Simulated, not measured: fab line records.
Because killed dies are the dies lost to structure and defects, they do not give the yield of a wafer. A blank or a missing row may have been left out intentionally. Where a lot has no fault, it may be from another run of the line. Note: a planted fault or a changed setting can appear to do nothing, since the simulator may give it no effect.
Struck lot and sound lot, side by side    flow sky130    16 out of 708 route steps
Sound: these wafers, L956.2, L956.4, L956.5. Struck: wafer L972.5 (L972.3, L972.6, from the same lot, were not struck and are left out); the cause is given at the end.
At each step with rows: each side's tool, then ch and its chambers, then its first start. Under that, the readings that differ: sound wafers    struck wafers    difference of the means    sigmas: that difference in standard deviations of wafers without a fault.
alike: readings whose means differ by less than 2 such deviations, and words and numbers that are the same on both sides. not compared: withheld readings, readings that some wafer has no value for, bounds like >300 that may hide the same value, and numbers for which the record gives no deviation and whose values overlap.
The two part at a step that has a row with sigmas, a row that says differs or no value, or rows on one side only. Numbers that have no deviation but don't overlap get no sigmas and don't part them. A reading missing from all wafers of one side parts the sides only when that side holds two or more wafers.

SKY_VIA2_CMP_02: polishes SiO2.
  sound on cmp-01 ch 1,2, day 37 08:16; struck on cmp-01 ch 1, day 41 17:47
reading              sound         struck  difference  sigmas
motor-current-A (A)  9.4 13.2 9.3  13.7    +3.1        +2
SKY_VIA2_BOW_MEAS_03:
  sound on film-metro-02, day 37 08:35; struck on film-metro-02, day 41 18:08
reading        sound      struck  difference  sigmas
VIA2_BOW (um)  89 96 102  67      -29         -4
then, 8 steps without rows for these wafers: SKY_VIA2_DEHYDRATE_04 (time 60 s); SKY_VIA2_HMDS_05 (prime time 60 s); SKY_VIA2_COAT_06 (resist thk 60 nm); SKY_VIA2_COAT_07 (resist thk 450 nm); SKY_VIA2_SOFTBAKE_08 (time 90 s); SKY_VIA2_EXPOSE_09 (exposes mask VIM2, target cd 200 nm); SKY_VIA2_PEB_10; SKY_VIA2_DEVELOP_11 (develop time 60 s).
SKY_VIA2_CD_MEAS_12 targets a cd of 200 nm.
  sound on cd-sem-02, day 38 09:45; struck on cd-sem-01, day 42 17:49
  alike: cd-nm
SKY_VIA2_OVL_MEAS_13:
  sound on overlay-02, day 38 09:52; struck on overlay-01, day 42 17:55
  alike: VIA2_OVL
SKY_VIA2_ETCH_14: etches BARC in N2/H2, stops on SiO2, time 45.9 s, target depth 60 nm.
  sound on rie-diel-01 ch 0,2,3, day 38 09:53; struck on rie-diel-02 ch 3, day 42 17:56
reading                                      sound              struck  difference  sigmas
oes-product-au (a.u.)                        0.856 0.859 0.847  0.866   +0.012      +3
model.KrF-thick_of_VIA2_COAT_07.thk-nm (nm)  389.8 392.1 394.4  397     +5          
  alike: drypump-motor-current-A, throttle-valve-pct
  not compared: rf-hours-counter-h
SKY_VIA2_ETCH_15: etches SiO2 in C4F8/O2/Ar, stops on TiN, target depth 546 nm, time 84 s.
  sound on rie-diel-01 ch 0,2,3, day 38 09:56; struck on rie-diel-02 ch 3, day 42 17:59
  alike: oes-product-au
  not compared: rf-hours-counter-h, model.KrF-thick_of_VIA2_COAT_07.thk-nm
SKY_VIA2_STRIP_16: strips in O2/N2.
  sound on plasma-asher-02 ch 1, day 38 10:00; struck on plasma-asher-01 ch 0, day 42 18:05
  alike: drypump-motor-current-A, oes-product-au, strip-time-to-endpoint-s
  not compared: rf-hours-counter-h
-- the record jumps here: 8 days lie between the struck wafers' starts before and after (it left off in module VIA2 and takes up again in module PAD_OPEN, whose first step shown is number 708 of the route) --
SKY_PAD_OPEN_PROBE_99:
  rows exist in the record for the struck wafers here (prober-01, day 50 17:56), but not for the sound ones

## WHERE THEY PART
At SKY_VIA2_CMP_02 first; at SKY_PAD_OPEN_PROBE_99 last (within this record only).

WHY: what had been put in by the simulator
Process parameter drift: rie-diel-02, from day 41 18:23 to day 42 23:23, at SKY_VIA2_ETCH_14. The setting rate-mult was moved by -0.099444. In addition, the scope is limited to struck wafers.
